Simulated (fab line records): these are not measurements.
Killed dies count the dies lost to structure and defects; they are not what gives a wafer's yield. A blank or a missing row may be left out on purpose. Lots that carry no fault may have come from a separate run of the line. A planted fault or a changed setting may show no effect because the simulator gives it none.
Chamber matching ; flow gf180mcu ; GF_V1_CVD_02 on pecvd-01: 3 sister chambers
The step deposits SiO2 from TEOS, target thk 850 nm, time 94.851 s. 14 wafers are shown with their chamber, then 7 later ones without.

== WAFERS, EACH WITH ITS CHAMBER ==
wafer;chamber;heater power w (W)
L431.1;1;748
L431.2;2;625
L431.4;0;729
L432.4;1;718
L432.5;0;739
L432.6;2;609
L434.1;2;531
L434.2;1;689
L434.3;0;733
L444.1;2;594
L444.3;1;659
L444.5;1;734
L450.4;0;730
L450.5;2;649

SIGNATURES, as means of the wafers listed above
reading;chamber 0;chamber 1;chamber 2;scatter within a chamber
heater power w;732.75;709.60;601.60;34.5
Rule: a wafer's distance from a chamber is the root of the sum, over the readings, of the square of ((its reading less the chamber's mean) divided by the reading's scatter). The wafer belongs to the nearest chamber; if the next one is less than 2 further off, it can't be placed. The scatter: the root of (the sum of the squares of (reading less its chamber's mean) over the shown wafers, divided by (wafers less chambers)).

== WAFERS WHOSE CHAMBER IS MISSING ==
wafer;heater power w (W)
L450.6;701
L451.1;630
L451.3;762
L451.4;648
L452.2;620
L452.3;770
L452.5;633

== WHICH CHAMBER EACH ONE RAN IN ==
wafer;from the rows above;in truth
L450.6;can't be placed: 1 or 0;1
L451.1;can't be placed: 2 or 1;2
L451.3;can't be placed: 0 or 1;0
L451.4;can't be placed: 2 or 1 or 0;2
L452.2;2;2
L452.3;can't be placed: 0 or 1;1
L452.5;can't be placed: 2 or 1 or 0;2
Correctly placed: 1 of 7. These rows do not allow placing 6 (true chamber among the candidates in 6). Number placed wrongly: 0.
